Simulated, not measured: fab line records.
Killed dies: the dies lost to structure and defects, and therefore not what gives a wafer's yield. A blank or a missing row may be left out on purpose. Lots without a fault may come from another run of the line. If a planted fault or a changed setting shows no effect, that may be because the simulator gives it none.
Comparing a struck lot with a sound one    flow sky130    20 out of 708 route steps
Sound: these wafers, L956.3, L956.5, L956.6. Wafers struck: L950.1, L950.2, L950.4. The cause comes at the end.
Order at every step that has rows: each side's tool, ch and its chambers, its first start. Under that, the readings that differ: sound wafers    struck wafers    difference of the means    sigmas: that difference in standard deviations of wafers without a fault.
alike: same words and numbers on both sides, and readings whose means sit less than 2 such deviations apart. not compared: any withheld reading, any reading some wafer has no value for, any bound like >300 that may hide the same value, and any number with overlapping values for which the record gives no deviation.
Wherever a step has rows on one side only, a row that says differs or no value, or a row with sigmas, the two part there. Numbers that don't overlap but have no deviation are shown without sigmas and don't part them. A reading that every wafer of one side lacks parts them only if that side has two wafers or more.

first, 1 step without rows for these wafers: SKY_SONOS_ONO_DEVELOP_12 (develop time 60 s).
SKY_SONOS_ONO_CD_MEAS_13: the cd target is 410 nm.
  sound on cd_sem-01, day 17 07:50; struck on cd_sem-01, day 15 04:15
reading     sound              struck             difference  sigmas
cd_nm (nm)  413.8 415.3 413.1  409.2 410.5 409.5  -4.3        -2
SKY_SONOS_ONO_OVL_MEAS_14:
  sound on overlay-02, day 17 07:55; struck on overlay-01, day 15 04:22
  alike: SONOS_ONO_OVL
SKY_SONOS_ONO_ETCH_15: etches the open film in CHF3/O2, target depth 19.52 nm, time 7.8 s.
  sound on rie_diel-04 ch 1,2, day 17 07:56; struck on rie_diel-01 ch 0,1,2, day 15 04:24
  alike: drypump_motor_current_A, oes_product_au, throttle_valve_pct
  not compared: rf_hours_counter_h
then, 1 step without rows for these wafers: SKY_SONOS_ONO_WET_ETCH_16 (etches SiO2 in dHF, target depth 14 nm, time 280 s).
SKY_SONOS_ONO_STRIP_17: strips in O2/N2.
  sound on plasma_asher-04 ch 0,1, day 17 08:05; struck on plasma_asher-01 ch 0,1, day 15 04:31
  alike: drypump_motor_current_A, oes_product_au, strip_time_to_endpoint_s
  not compared: rf_hours_counter_h
then, 3 steps without rows for these wafers: SKY_SONOS_ONO_WET_ETCH_18 (etches Si3N4 in H3PO4, target depth 15 nm, time 172 s); SKY_GATE_OXIDE_CLEAN_00 (cleans in SC1/SC2, time 150 s); SKY_GATE_OXIDE_OXIDATION_01 (stabilise 600 s, purge 300 s, target thk 10.268 nm).
SKY_GATE_OXIDE_THK_MEAS_02:
  sound on film_metro-02, day 17 11:55; struck on film_metro-03, day 15 08:30
  alike: GATE_OXIDE_OXIDATION_00_THK
then, 2 steps without rows for these wafers: SKY_GATE_OXIDE_DEHYDRATE_03 (time 60 s); SKY_GATE_OXIDE_HMDS_04 (prime time 60 s).
SKY_GATE_OXIDE_COAT_05: resist thk 1140 nm.
  sound on litho_track-01 ch 0, day 18 01:03; struck on litho_track-03, day 15 21:44
  no value came back on the struck wafers for chill_plate_temp_C (C), dispense_pressure_kPa (kPa); on the sound wafers chill_plate_temp_C (C) reads 23.03 23.04 22.90
then, 4 steps without rows for these wafers: SKY_GATE_OXIDE_SOFTBAKE_06 (time 60 s); SKY_GATE_OXIDE_EXPOSE_07 (exposes mask LVOM, target cd 600 nm); SKY_GATE_OXIDE_PEB_08; SKY_GATE_OXIDE_DEVELOP_09 (develop time 60 s).
SKY_GATE_OXIDE_OVL_MEAS_10:
  sound on overlay-02, day 18 17:09; struck on overlay-02, day 16 11:05
reading              sound        struck  difference                     sigmas
GATE_OXIDE_OVL (nm)  0.1 0.3 0.5  - - -   no value on the struck wafers  
following that, these wafers have no rows for 1 step: SKY_GATE_OXIDE_IMPLANT_11.
-- a jump in the record: the struck wafers' starts before and after are 31 days apart (it breaks off in module GATE_OXIDE and resumes in module PAD_OPEN, where the first step shown is number 708 of the route) --
SKY_PAD_OPEN_PROBE_99:
  sound on prober-02, day 49 05:22; struck on prober-02, day 47 21:39
reading              sound      struck       difference  sigmas
killed_at_front_end  9 14 21    440 433 433  +421        +91
killed_dies          89 84 100  492 492 492  +401        +44
killed_on_rim        19 18 21   96 96 96     +77         +22
  alike: killed_at_M0_to_M3, killed_at_M4_up, killed_at_contacts, killed_at_other, killed_open, killed_short

## WHERE THEY PART
At SKY_SONOS_ONO_CD_MEAS_13 first; at SKY_PAD_OPEN_PROBE_99 last (within this record only).

WHY: the cause the simulator had injected
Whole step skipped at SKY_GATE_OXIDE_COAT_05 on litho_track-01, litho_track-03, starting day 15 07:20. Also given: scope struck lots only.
